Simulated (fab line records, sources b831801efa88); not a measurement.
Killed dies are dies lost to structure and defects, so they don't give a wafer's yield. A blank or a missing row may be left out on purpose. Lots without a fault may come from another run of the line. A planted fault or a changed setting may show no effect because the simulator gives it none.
A struck lot beside a sound one | flow sky130 | 15 steps out of a route of 708
Sound: wafers L538.1, L538.2, L538.5. Struck: wafer L539.4. (L539.1, L539.6 of the same lot were not struck and are left out.) The cause comes at the end.
At each step with rows: each side's tool, then ch and its chambers, then its first start. Under that, the readings that differ: sound wafers | struck wafers | difference of the means | sigmas: that difference in standard deviations of wafers without a fault.
alike: readings whose means differ by less than 2 such deviations, and words and numbers that are the same on both sides. not compared: withheld readings, readings that some wafer has no value for, bounds like >300 that may hide the same value, and numbers for which the record gives no deviation and whose values overlap.
The two part at a step that has a row with sigmas, a row that says differs or no value, or rows on one side only. Numbers that don't overlap but have no deviation are shown without sigmas and don't part them. A reading that every wafer of one side lacks parts them only if that side has two wafers or more.

first, 1 step without rows for these wafers: SKY_FIELD_ISO_DEVELOP_12 (develop time 60 s).
SKY_FIELD_ISO_CD_MEAS_13: target cd 150 nm.
  sound on cd_sem-02, day 4 19:50; struck on cd_sem-02, day 5 02:23
  reading    | sound             | struck | difference | sigmas
  cd_nm (nm) | 151.6 152.8 150.7 | 148.0  | -3.7       | -2
SKY_FIELD_ISO_ETCH_14: etches BARC in N2/H2, stops on SiO2, time 45.9 s, target depth 60 nm.
  sound on rie_diel-04 ch 0,3, day 4 19:58; struck on rie_diel-03 ch 1, day 5 02:30
  alike: chamber_pressure_mTorr, drypump_motor_current_A, oes_product_au, rf_fwd_power_W, throttle_valve_pct
  not compared: rf_hours_counter_h
SKY_FIELD_ISO_ETCH_15: etches the open film in CHF3/O2, stops on Si, target depth 180 nm, time 72 s.
  sound on rie_diel-04 ch 0,3, day 4 20:00; struck on rie_diel-03 ch 1, day 5 02:32
  alike: chamber_pressure_mTorr, drypump_motor_current_A, oes_product_au, rf_fwd_power_W, throttle_valve_pct
  not compared: rf_hours_counter_h
SKY_FIELD_ISO_STRIP_16: strips in O2/N2.
  sound on plasma_asher-04 ch 0,1, day 4 20:04; struck on plasma_asher-02 ch 0, day 5 02:36
  reading               | sound             | struck | difference | sigmas
  oes_product_au (a.u.) | 0.379 0.377 0.368 | 0.365  | -0.010     | -2
  alike: chamber_pressure_mTorr, drypump_motor_current_A, strip_time_to_endpoint_s
  not compared: rf_hours_counter_h
SKY_FIELD_ISO_ETCH_17: etches Si in HBr/Cl2/O2, target depth 342 nm, time 97.7 s.
  sound on rie_si-01 ch 2,3, day 4 20:10; struck on rie_si-02 ch 1, day 5 02:42
  alike: chamber_pressure_mTorr, drypump_motor_current_A, oes_product_au, rf_fwd_power_W, throttle_valve_pct
  not compared: rf_hours_counter_h
then, 5 steps without rows for these wafers: SKY_FIELD_ISO_WET_ETCH_18 (etches Si3N4 in H3PO4, target depth 25 nm, time 286 s); SKY_FIELD_ISO_CLEAN_19 (cleans in SC1/SC2, time 150 s); SKY_FIELD_ISO_CLEAN_20 (cleans in dHF, time 20 s); SKY_FIELD_ISO_WET_ETCH_21 (etches SiO2 in dHF, target depth 20 nm, time 400 s); SKY_FIELD_ISO_OXIDATION_22 (stabilise 600 s, purge 300 s, target thk 10 nm).
SKY_FIELD_ISO_THK_MEAS_23:
  sound on film_metro-01, day 4 23:17; struck on film_metro-01, day 5 04:15
  alike: FIELD_ISO_OXIDATION_01_THK
SKY_FIELD_ISO_CVD_24: deposits SiO2, target thk 595 nm, time 99.2 s.
  sound on hdpcvd-02 ch 0,1,2, day 4 23:21; struck on hdpcvd-01 ch 1, day 5 04:19
  reading                | sound             | struck | difference | sigmas
  pressure_mtorr (mTorr) | 6.004 6.016 6.009 | 4.790  | -1.220     | -99 or more
SKY_FIELD_ISO_THK_MEAS_25:
  sound on film_metro-02, day 4 23:25; struck on film_metro-03, day 5 04:23
  alike: FIELD_ISO_CVD_24_THK
-- the record jumps here: 44 days lie between the struck wafers' starts before and after (it left off in module FIELD_ISO and takes up again in module PAD_OPEN, whose first step shown is number 708 of the route) --
SKY_PAD_OPEN_PROBE_99:
  sound on prober-01, day 48 20:34; struck on prober-02, day 48 23:25
  reading     | sound    | struck | difference | sigmas
  killed_open | 42 59 53 | 34     | -17        | -2
  alike: killed_at_M0_to_M3, killed_at_M4_up, killed_at_contacts, killed_at_front_end, killed_at_other, killed_dies, killed_short

WHERE THEY PART
First at SKY_FIELD_ISO_CD_MEAS_13; last, within this record, at SKY_PAD_OPEN_PROBE_99.

WHY: what the simulator had put in
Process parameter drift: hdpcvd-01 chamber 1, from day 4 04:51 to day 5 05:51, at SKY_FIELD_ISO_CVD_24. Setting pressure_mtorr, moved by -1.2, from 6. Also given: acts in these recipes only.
